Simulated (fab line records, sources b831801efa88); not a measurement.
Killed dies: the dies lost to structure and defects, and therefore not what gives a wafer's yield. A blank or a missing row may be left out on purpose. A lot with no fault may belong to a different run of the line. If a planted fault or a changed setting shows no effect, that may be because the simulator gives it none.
fab line records	flow sfq_line
record lots=5	wafers=15	last_day=77
route steps=325 shown M6@255 I6@266 M7@281 I7@296 M8@325
lots that met no fault: taken from a fault-free run of the same line
start_h: hours from the record's opening day to when the first of the lot's shown wafers began	wait_h: hours elapsed since this lot's preceding step	" repeats the value in the row above	L1.1+2: a single row standing in for several wafers	- no value, or no start given	* or withheld: withheld	< > ~ a bound
route shown NAME@n: names a module that has steps shown in the file, with the first one's number in the route	usual: average and standard deviation across the fault-free wafers	same: alike in all rows	chamber/n: place in a boat	sites: per-site readings	_std_site: how widely they spread, as a standard deviation	_edge_site: outer sites' mean less inner sites'	radius_mm: for every site, how far away it sits from the centre of the wafer	mask NAME#n: copy n	behind: the most recent tool/chamber to have shaped the wafer	hold: cause of the lot's hold/its duration in hours/its outcome	device: whichever transistor did not switch (one of n, p or np)	end of line: at the end of the route, the tests of the same wafers	step lacking rows: just its recipe	killed: dies that structure and defects cost at the first sort, which is not the same as the wafer's yield	map: a wafer's dies, marking killed ones x, the rest . and places with no die _
set.NAME: setting as actually run; set.NAME@STEP: the setting as run at that earlier step	model.NAME: the simulator's own value behind a step, which no gauge read
certain route steps with their lots: each step a table, each wafer a row
services: when a tool's chamber went out of use (start_h, in hours from the record's first day, below 0 if earlier), for how many hours, and the reason
## steps
# step SFQ_TRILAYER_M6_LITHO_COAT_164
# recipe resist=BARC	spin_rpm=3000	resist_thk_nm=62
# step SFQ_TRILAYER_M6_LITHO_COAT_159
# recipe resist=KrF	spin_rpm=3000	resist_thk_nm=600
# step SFQ_TRILAYER_M6_LITHO_SOFTBAKE_163
# recipe temp_c=withheld	time_s=withheld	resist=KrF
# step SFQ_TRILAYER_M6_LITHO_EXPOSE_160
# recipe mask_id=M6	na=0.6	source_shape=conventional	sigma_outer=0.65	target_cd_nm=500	dose_mj=14.4
# step SFQ_TRILAYER_M6_LITHO_PEB_162
# recipe peb_temp_c=115	peb_time_s=60	resist=KrF
# step SFQ_TRILAYER_M6_LITHO_DEVELOP_161
# recipe time_s=60	resist=KrF
# step SFQ_M6_OVL_MEAS_940
# usual M6_OVL=-1/6.5
lot.wafer	tool	chamber	start_h	wait_h	M6_OVL[nm]
L226.3	overlay-02	-	1441.17	0.1	-4
L226.4	"	-	"	"	7
L226.5	"	-	"	"	-8
L228.2	overlay-02	-	1448.36	0.1	-4
L228.4	"	-	"	"	-8
L228.5	"	-	"	"	0
L236.1	overlay-01	-	1505.33	0.1	7
L236.2	"	-	"	"	5
L236.4	"	-	"	"	-4
L238.3	overlay-01	-	1539.10	0.1	-4
L238.4	"	-	"	"	0
L238.6	"	-	"	"	3
L241.1	overlay-01	-	1552.38	0.1	-5
L241.2	"	-	"	"	4
L241.3	"	-	"	"	2
# step SFQ_TRILAYER_M6_BARC_OPEN_METAL_ETCH_206
# recipe mask_material=PR	chemistry=O2	target_depth_nm=125	target=BARC	icp_w=600	bias_w=80	pressure_mtorr=10	time_s=41.7
# usual drypump_motor_current_A=5.5/0.41	oes_product_au=0.685/0.0047
lot.wafer	tool	chamber	start_h	wait_h	drypump_motor_current_A	oes_product_au	rf_hours_counter_h
L226.3	rie_metal-01	0	1441.21	0.0	5.0	0.687	-
L226.4	"	1	"	"	5.9	0.688	-
L226.5	"	1	"	"	5.8	0.682	-
L228.2	rie_metal-03	1	1448.41	0.0	5.3	0.690	-
L228.4	"	1	"	"	5.3	0.688	-
L228.5	"	1	"	"	5.3	0.686	-
L236.1	rie_metal-01	0	1505.37	0.0	5.0	0.683	90
L236.2	"	1	"	"	5.8	0.689	82
L236.4	"	0	"	"	5.0	0.686	-
L238.3	rie_metal-03	0	1539.14	0.0	5.1	0.688	-
L238.4	"	1	"	"	5.3	0.683	-
L238.6	"	1	"	"	5.3	0.687	-
L241.1	rie_metal-01	0	1552.42	0.0	5.0	0.684	96
L241.2	"	1	"	"	5.9	0.692	89
L241.3	"	0	"	"	5.0	0.690	-
# step SFQ_TRILAYER_M6_ETCH_METAL_ETCH_162
# recipe target=Nb	stop_on=SiO2	mask_material=PR	chemistry=Cl2/Ar	target_depth_nm=240	icp_w=600	bias_w=80	pressure_mtorr=10	time_s=120
# step SFQ_TRILAYER_M6_STRIP_STRIP_163
# recipe gas=O2	power_w=200	platen_temp_c=40	overash_fraction=0.65	chemistry=O2	pressure_mtorr=50
# step SFQ_TRILAYER_M6_STRIP_SOLV_CLEAN_164
# recipe chemistry=NMP	temp_c=70	time_s=600
# step SFQ_TRILAYER_I6_DEP_PECVD_165
# recipe material=SiO2	temp_c=150	time_s=111.11	pressure_torr=2.4	rf_w=183.3	precursor=SiH4/N2O	target_thk_nm=500
# usual heater_power_w=80/14	throttle_valve_pct=24.3/1.4
lot.wafer	tool	chamber	start_h	wait_h	heater_power_w	throttle_valve_pct
L226.3	pecvd-01	0	1442.15	0.0	76	23.6
L226.4	"	2	"	"	74	22.3
L226.5	"	1	"	"	78	24.8
L228.2	pecvd-01	2	1450.14	0.0	79	22.3
L228.4	"	0	"	"	82	23.6
L228.5	"	2	"	"	84	22.3
L236.1	pecvd-02	0	1506.33	0.0	69	26.8
L236.2	"	2	"	"	96	25.6
L236.4	"	2	"	"	102	25.9
L238.3	pecvd-01	1	1540.08	0.0	81	24.9
L238.4	"	0	"	"	82	23.7
L238.6	"	1	"	"	84	25.0
L241.1	pecvd-01	1	1553.38	0.0	85	25.1
L241.2	"	0	"	"	81	23.6
L241.3	"	2	"	"	84	22.6
# step SFQ_TRILAYER_I6_CMP_CMP_166
# recipe material=SiO2	down_force_psi=3	platen_rpm=60	pad_velocity_m_s=0.94248
# usual edge_zone_pressure_frac=1.000/0.0049	motor_current_A=9.8/0.8	time_to_endpoint_s=215/10
lot.wafer	tool	chamber	start_h	wait_h	edge_zone_pressure_frac	motor_current_A	time_to_endpoint_s	model.SiO2_of_TRILAYER_I6_DEP_PECVD_165.thk_nm
L226.3	cmp-02	2	1446.15	4.0	1.006	10.3	223	201.1
L226.4	"	3	"	"	1.009	11.0	208	199.6
L226.5	"	2	1448.15	5.9	0.995	10.0	232	201.3
L228.4	cmp-02	0	1457.83	7.6	1.009	9.6	224	200.6
L228.2	"	3	1459.33	9.2	1.008	11.2	203	198.4
L228.5	"	0	"	"	1.005	9.7	275	303.1
L236.4	cmp-01	3	1506.59	0.2	0.994	9.4	209	198.7
L236.1	"	0	"	"	1.006	9.2	210	199.4
L236.2	"	2	1508.09	1.7	1.001	9.6	213	200.9
L238.3	cmp-01	3	1542.96	2.8	1.007	9.1	208	198.5
L238.4	"	0	"	"	1.011	9.6	216	201.1
L238.6	"	1	"	"	1.000	9.3	208	197.9
L241.3	cmp-02	3	1554.32	0.9	0.999	11.9	218	201.6
L241.1	"	0	"	"	1.000	10.4	229	201.8
L241.2	"	1	"	"	1.009	9.4	211	199.8
# step SFQ_I6_BOW_MEAS_941
# recipe mode=bow
# usual I6_BOW=4/11
lot.wafer	tool	chamber	start_h	wait_h	I6_BOW[um]
L226.3	film_metro-02	-	1448.69	2.0	-4
L226.4	"	-	"	"	-7
L226.5	"	-	"	"	4
L228.2	film_metro-03	-	1460.85	1.0	-1
L228.4	"	-	"	"	-2
L228.5	"	-	"	"	-1
L236.1	film_metro-03	-	1509.59	2.0	4
L236.2	"	-	"	"	-10
L236.4	"	-	"	"	-6
L238.3	film_metro-03	-	1545.00	1.5	16
L238.4	"	-	"	"	13
L238.6	"	-	"	"	16
L241.1	film_metro-01	-	1557.32	2.0	11
L241.2	"	-	"	"	-7
L241.3	"	-	"	"	16
# step SFQ_TRILAYER_I6_METRO_MEASURE_167
# usual thk_nm=200.2/1.4
lot.wafer	tool	chamber	start_h	wait_h	thk_nm
L226.3	film_metro-02	-	1449.17	0.5	201.0
L226.4	"	-	"	"	199.7
L226.5	"	-	"	"	201.3
L228.2	film_metro-03	-	1461.15	0.3	198.4
L228.4	"	-	"	"	200.7
L228.5	"	-	"	"	303.3
L236.1	film_metro-03	-	1509.71	0.1	199.4
L236.2	"	-	"	"	200.8
L236.4	"	-	"	"	198.7
L238.3	film_metro-03	-	1545.48	0.5	198.4
L238.4	"	-	"	"	201.2
L238.6	"	-	"	"	198.0
L241.1	film_metro-01	-	1557.44	0.1	201.8
L241.2	"	-	"	"	199.8
L241.3	"	-	"	"	201.7
# step SFQ_TRILAYER_I6_VIA_LITHO_COAT_174
# recipe resist=BARC	spin_rpm=3000	resist_thk_nm=62
# step SFQ_TRILAYER_I6_VIA_LITHO_COAT_169
# recipe resist=KrF	spin_rpm=3000	resist_thk_nm=650
# step SFQ_TRILAYER_I6_VIA_LITHO_SOFTBAKE_173
# recipe temp_c=withheld	time_s=withheld	resist=KrF
# step SFQ_TRILAYER_I6_VIA_LITHO_EXPOSE_170
# recipe mask_id=I6	na=0.6	source_shape=conventional	sigma_outer=0.65	target_cd_nm=700	dose_mj=21.3
# step SFQ_TRILAYER_I6_VIA_LITHO_PEB_172
# recipe peb_temp_c=115	peb_time_s=60	resist=KrF
# step SFQ_TRILAYER_I6_VIA_LITHO_DEVELOP_171
# recipe time_s=60	resist=KrF
# step SFQ_I6_OVL_MEAS_942
# usual I6_OVL=-3/6.7
lot.wafer	tool	chamber	start_h	wait_h	I6_OVL[nm]
L226.3	overlay-02	-	1553.54	0.1	3
L226.4	"	-	"	"	-7
L226.5	"	-	"	"	11
L228.2	overlay-02	-	1564.33	0.1	7
L228.4	"	-	"	"	6
L228.5	"	-	"	"	-1
L236.1	overlay-01	-	1622.05	0.1	9
L236.2	"	-	"	"	7
L236.4	"	-	"	"	10
L238.3	overlay-01	-	1638.86	0.1	3
L238.4	"	-	"	"	-1
L238.6	"	-	"	"	1
L241.1	overlay-02	-	1649.65	0.1	-1
L241.2	"	-	"	"	-2
L241.3	"	-	"	"	-4
# step SFQ_TRILAYER_I6_VIA_BARC_OPEN_VIA_ETCH_235
# recipe mask_material=PR	chemistry=O2	target_depth_nm=125	target=BARC	source_w=500	bias_w=80	pressure_mtorr=30	time_s=41.7
# step SFQ_TRILAYER_I6_VIA_ETCH_VIA_ETCH_172
# recipe target=SiO2	stop_on=Nb	mask_material=PR	taper_deg=20	chemistry=CHF3	target_depth_nm=260	source_w=500	bias_w=80	pressure_mtorr=30	time_s=withheld
# usual drypump_motor_current_A=5.87/0.22	oes_product_au=0.855/0.006
lot.wafer	tool	chamber	start_h	wait_h	drypump_motor_current_A	oes_product_au	model.etch.depth_nm	model.I6.feature_depth_nm
L226.3	rie_diel-03	2	1553.60	0.0	5.89	0.856	201.1	201.1
L226.4	"	3	"	"	5.21	0.858	199.6	199.6
L226.5	"	2	"	"	5.90	0.855	201.3	201.3
L228.2	rie_diel-02	2	1564.40	0.0	6.16	0.851	198.4	198.4
L228.4	"	3	"	"	5.77	0.857	200.6	200.6
L228.5	"	2	"	"	6.13	0.991	257.5	257.5
L236.1	rie_diel-03	1	1622.13	0.0	6.11	0.857	199.4	199.4
L236.2	"	3	"	"	5.23	0.862	200.9	200.9
L236.4	"	2	"	"	5.94	0.845	198.7	198.7
L238.3	rie_diel-02	0	1638.93	0.0	6.01	0.847	198.5	198.5
L238.4	"	3	"	"	5.81	0.850	201.1	201.1
L238.6	"	0	"	"	6.01	0.856	197.9	197.9
L241.1	rie_diel-02	3	1649.73	0.0	5.81	0.856	201.8	201.8
L241.2	"	1	"	"	6.08	0.855	199.8	199.8
L241.3	"	0	"	"	5.99	0.866	201.6	201.6
# step SFQ_TRILAYER_I6_VIA_STRIP_STRIP_173
# recipe gas=O2	power_w=200	platen_temp_c=40	overash_fraction=0.65	chemistry=O2	pressure_mtorr=50
# step SFQ_TRILAYER_I6_VIA_STRIP_SOLV_CLEAN_174
# recipe chemistry=NMP	temp_c=70	time_s=600
# step SFQ_TRILAYER_M7_DEP_PRE_CLEAN_176
# recipe gas=Ar	time_s=22.5	bias_v=250
lot.wafer	tool	chamber	start_h	wait_h	model.SiO2_of_TRILAYER_I6_DEP_PECVD_165.thk_nm
L226.3	pvd_sputter-05	-	1554.49	0.0	193.6
L226.4	"	-	"	"	192.1
L226.5	"	-	"	"	193.8
L228.2	pvd_sputter-03	-	1565.29	0.0	190.9
L228.4	"	-	"	"	193.1
L228.5	"	-	"	"	295.6
L236.1	pvd_sputter-03	-	1623.02	0.0	191.9
L236.2	"	-	"	"	193.4
L236.4	"	-	"	"	191.2
L238.3	pvd_sputter-06	-	1639.83	0.0	191
L238.4	"	-	"	"	193.6
L238.6	"	-	"	"	190.4
L241.1	pvd_sputter-03	-	1650.62	0.0	194.3
L241.2	"	-	"	"	192.3
L241.3	"	-	"	"	194.1
# step SFQ_TRILAYER_M7_DEP_SPUTTER_175
# recipe material=Nb	base_pressure_pa=1.33e-06	chamber_pressure_pa=0.1333	substrate_temp_c=20	target_thk_nm=200	power_w=2000	time_s=133.3
# usual throttle_valve_pct=29.9/0.8
lot.wafer	tool	chamber	start_h	wait_h	throttle_valve_pct
L226.3	pvd_sputter-05	-	1554.52	0.0	31.1
L226.4	"	-	"	"	31.2
L226.5	"	-	"	"	28.3
L228.2	pvd_sputter-03	-	1565.32	0.0	30.1
L228.4	"	-	"	"	29.8
L228.5	"	-	"	"	30.0
L236.1	pvd_sputter-03	-	1623.05	0.0	29.9
L236.2	"	-	"	"	28.9
L236.4	"	-	"	"	30.1
L238.3	pvd_sputter-06	-	1639.86	0.0	28.9
L238.4	"	-	"	"	30.4
L238.6	"	-	"	"	29.2
L241.1	pvd_sputter-03	-	1650.65	0.0	29.1
L241.2	"	-	"	"	29.8
L241.3	"	-	"	"	30.0
# step SFQ_M7_RS_MEAS_943
# recipe thk_meas_gauge=four-point-probe	reads=Nb_of_TRILAYER_M7_DEP_SPUTTER_175
# usual M7_NB_RS=0.889/0.0099
lot.wafer	tool	chamber	start_h	wait_h	M7_NB_RS[ohm/sq]
L226.3	film_metro-02	-	1554.66	0.1	0.893
L226.4	"	-	"	"	0.882
L226.5	"	-	"	"	0.887
L228.2	film_metro-03	-	1565.43	0.1	0.909
L228.4	"	-	"	"	0.907
L228.5	"	-	"	"	0.904
L236.1	film_metro-02	-	1623.14	0.0	0.894
L236.2	"	-	"	"	0.889
L236.4	"	-	"	"	0.896
L238.3	film_metro-04	-	1639.99	0.1	0.886
L238.4	"	-	"	"	0.891
L238.6	"	-	"	"	0.881
L241.1	film_metro-02	-	1650.74	0.0	0.874
L241.2	"	-	"	"	0.903
L241.3	"	-	"	"	0.888
# step SFQ_TRILAYER_M7_LITHO_COAT_182
# recipe resist=BARC	spin_rpm=3000	resist_thk_nm=62
# step SFQ_TRILAYER_M7_LITHO_COAT_177
# recipe resist=KrF	spin_rpm=3000	resist_thk_nm=600
# step SFQ_TRILAYER_M7_LITHO_SOFTBAKE_181
# recipe temp_c=withheld	time_s=withheld	resist=KrF
# step SFQ_TRILAYER_M7_LITHO_EXPOSE_178
# recipe mask_id=M7	na=0.6	source_shape=conventional	sigma_outer=0.65	target_cd_nm=500	dose_mj=14.4
# step SFQ_TRILAYER_M7_LITHO_PEB_180
# recipe peb_temp_c=115	peb_time_s=60	resist=KrF
# step SFQ_TRILAYER_M7_LITHO_DEVELOP_179
# recipe time_s=60	resist=KrF
# step SFQ_M7_OVL_MEAS_945
# usual M7_OVL=3/5.4
lot.wafer	tool	chamber	start_h	wait_h	M7_OVL[nm]
L226.3	overlay-01	-	1590.00	0.1	6
L226.4	"	-	"	"	3
L226.5	"	-	"	"	2
L228.2	overlay-02	-	1598.40	0.1	-1
L228.4	"	-	"	"	-2
L228.5	"	-	"	"	-1
L236.1	overlay-01	-	1646.89	0.1	6
L236.2	"	-	"	"	0
L236.4	"	-	"	"	3
L238.3	overlay-02	-	1662.30	0.1	8
L238.4	"	-	"	"	10
L238.6	"	-	"	"	9
L241.1	overlay-01	-	1670.69	0.1	-3
L241.2	"	-	"	"	0
L241.3	"	-	"	"	-1
# step SFQ_TRILAYER_M7_BARC_OPEN_METAL_ETCH_229
# recipe mask_material=PR	chemistry=O2	target_depth_nm=125	target=BARC	icp_w=600	bias_w=80	pressure_mtorr=10	time_s=41.7
# usual drypump_motor_current_A=5.6/0.47	oes_product_au=0.686/0.0045
lot.wafer	tool	chamber	start_h	wait_h	drypump_motor_current_A	oes_product_au	rf_hours_counter_h
L226.3	rie_metal-02	0	1590.05	0.0	6.3	0.687	-
L226.4	"	1	"	"	5.6	0.686	-
L226.5	"	1	"	"	5.6	0.693	-
L228.2	rie_metal-02	0	1598.43	0.0	6.3	0.682	71
L228.4	"	1	"	"	5.6	0.691	-
L228.5	"	1	"	"	5.6	0.683	-
L236.1	rie_metal-01	0	1646.92	0.0	5.0	0.682	113
L236.2	"	1	"	"	5.8	0.680	105
L236.4	"	0	"	"	5.0	0.684	-
L238.3	rie_metal-03	0	1662.34	0.0	5.1	0.690	-
L238.4	"	1	"	"	5.3	0.691	-
L238.6	"	1	"	"	5.3	0.684	-
L241.1	rie_metal-03	0	1670.72	0.0	5.1	0.689	38
L241.2	"	1	"	"	5.3	0.688	25
L241.3	"	0	"	"	5.1	0.681	-
# step SFQ_TRILAYER_M7_ETCH_METAL_ETCH_180
# recipe target=Nb	stop_on=SiO2	mask_material=PR	chemistry=Cl2/Ar	target_depth_nm=240	icp_w=600	bias_w=80	pressure_mtorr=10	time_s=120
# step SFQ_TRILAYER_M7_STRIP_STRIP_181
# recipe gas=O2	power_w=200	platen_temp_c=40	overash_fraction=0.65	chemistry=O2	pressure_mtorr=50
# usual drypump_motor_current_A=5.6/0.47	oes_product_au=1.004/0.0098
# same overash_fraction=0.65
lot.wafer	tool	chamber	start_h	wait_h	drypump_motor_current_A	oes_product_au	rf_hours_counter_h
L226.3	rie_metal-02	0	1590.41	0.2	6.4	1.011	-
L226.4	"	1	"	"	5.6	1.000	-
L226.5	"	1	"	"	5.6	1.014	-
L228.2	rie_metal-02	0	1598.61	0.1	6.3	1.006	71
L228.4	"	1	"	"	5.6	1.003	-
L228.5	"	1	"	"	5.6	1.001	-
L236.1	rie_metal-01	0	1647.11	0.1	5.0	0.998	113
L236.2	"	1	"	"	5.8	0.996	105
L236.4	"	0	"	"	5.0	0.995	-
L238.3	rie_metal-03	0	1662.71	0.2	5.1	1.008	-
L238.4	"	1	"	"	5.3	1.007	-
L238.6	"	1	"	"	5.3	1.005	-
L241.1	rie_metal-03	0	1670.91	0.1	5.1	0.990	38
L241.2	"	1	"	"	5.3	1.015	25
L241.3	"	0	"	"	5.1	1.003	-
# step SFQ_TRILAYER_M7_STRIP_SOLV_CLEAN_182
# recipe chemistry=NMP	temp_c=70	time_s=600
# step SFQ_TRILAYER_I7_DEP_PECVD_183
# recipe material=SiO2	temp_c=150	time_s=111.11	pressure_torr=2.4	rf_w=183.3	precursor=SiH4/N2O	target_thk_nm=500
# step SFQ_M8_BOW_MEAS_951
# recipe mode=bow
# usual M8_BOW=5/12
lot.wafer	tool	chamber	start_h	wait_h	M8_BOW[um]	model.etest.i6.link_ohm
L226.3	film_metro-01	-	1705.00	0.0	-1	1.892
L226.4	"	-	"	"	-2	1.868
L226.5	"	-	"	"	9	1.868
L228.2	film_metro-01	-	1709.78	0.0	1	1.927
L228.4	"	-	"	"	-1	1.926
L228.5	"	-	"	"	2	1e+06
L236.1	film_metro-04	-	1753.51	0.0	4	1.882
L236.2	"	-	"	"	-10	1.881
L236.4	"	-	"	"	-6	1.883
L238.3	film_metro-04	-	1829.91	0.0	19	1.872
L238.4	"	-	"	"	18	1.883
L238.6	"	-	"	"	18	1.863
L241.1	film_metro-02	-	1837.07	0.0	18	1.867
L241.2	"	-	"	"	1	1.895
L241.3	"	-	"	"	23	1.883
## services
tool	chamber	start_h	hours	kind
rie_metal-01	1	1419.81	13.0	repair
film_metro-03	-	1431.65	0.4	pm
cmp-02	-	1435.63	4.0	pm
pvd_sputter-03	-	1448.63	2.0	repair
rie_diel-02	2	1463.52	8.9	repair
rie_diel-02	2	1487.77	4.2	repair
rie_metal-01	0	1498.51	3.3	repair
cmp-02	-	1507.57	0.7	repair
rie_metal-03	1	1507.66	5.6	repair
rie_metal-01	-	1513.11	5.3	repair
pvd_sputter-03	-	1514.68	4.7	repair
film_metro-03	-	1532.91	0.9	pm
cmp-02	-	1542.56	4.3	pm
rie_diel-02	1	1553.43	72.4	repair
film_metro-03	-	1559.93	0.6	pm
rie_metal-02	-	1561.17	1.3	repair
rie_metal-01	-	1569.53	2.8	pm
rie_metal-03	0	1588.09	4.3	repair
rie_metal-03	1	1588.18	6.6	repair
rie_metal-03	-	1592.42	1.4	pm
pvd_sputter-03	-	1612.69	6.9	repair
rie_metal-02	-	1632.57	2.8	pm
rie_metal-03	-	1636.12	0.2	repair
rie_metal-01	1	1657.75	1.2	repair
## key
first_sign step=SFQ_TRILAYER_I6_CMP_CMP_166	reading=time_to_endpoint_s	direction=up	sigmas=5.7	usual=*	struck=*
effect step=SFQ_TRILAYER_I6_METRO_MEASURE_167	reading=thk_nm	direction=up	sigmas=74	usual=200.2	struck=303.3
effect step=SFQ_TRILAYER_I6_VIA_ETCH_VIA_ETCH_172	reading=oes_product_au	direction=up	sigmas=23	usual=0.855	struck=0.991
model_effect step=SFQ_TRILAYER_I6_CMP_CMP_166	value=SiO2_of_TRILAYER_I6_DEP_PECVD_165.thk_nm	without=199.6	struck=303.1
model_effect step=SFQ_TRILAYER_I6_VIA_ETCH_VIA_ETCH_172	value=etch.depth_nm	without=199.6	struck=257.5
model_effect step=SFQ_TRILAYER_M7_DEP_PRE_CLEAN_176	value=SiO2_of_TRILAYER_I6_DEP_PECVD_165.thk_nm	without=192.1	struck=295.6
model_effect step=SFQ_M8_BOW_MEAS_951	value=etest.i6.link_ohm	without=1.915	struck=1e+06
met_at SFQ_TRILAYER_I6_CMP_CMP_166
struck_wafers L228.5
onset_between 1446.15 1457.83
fault kind=process_parameter_drift	tool=cmp-02	chamber=-	onset_h=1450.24	steps=SFQ_TRILAYER_I6_CMP_CMP_166	channel=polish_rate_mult	offset=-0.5	shape=step	end_h=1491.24	scope=struck_wafers_only
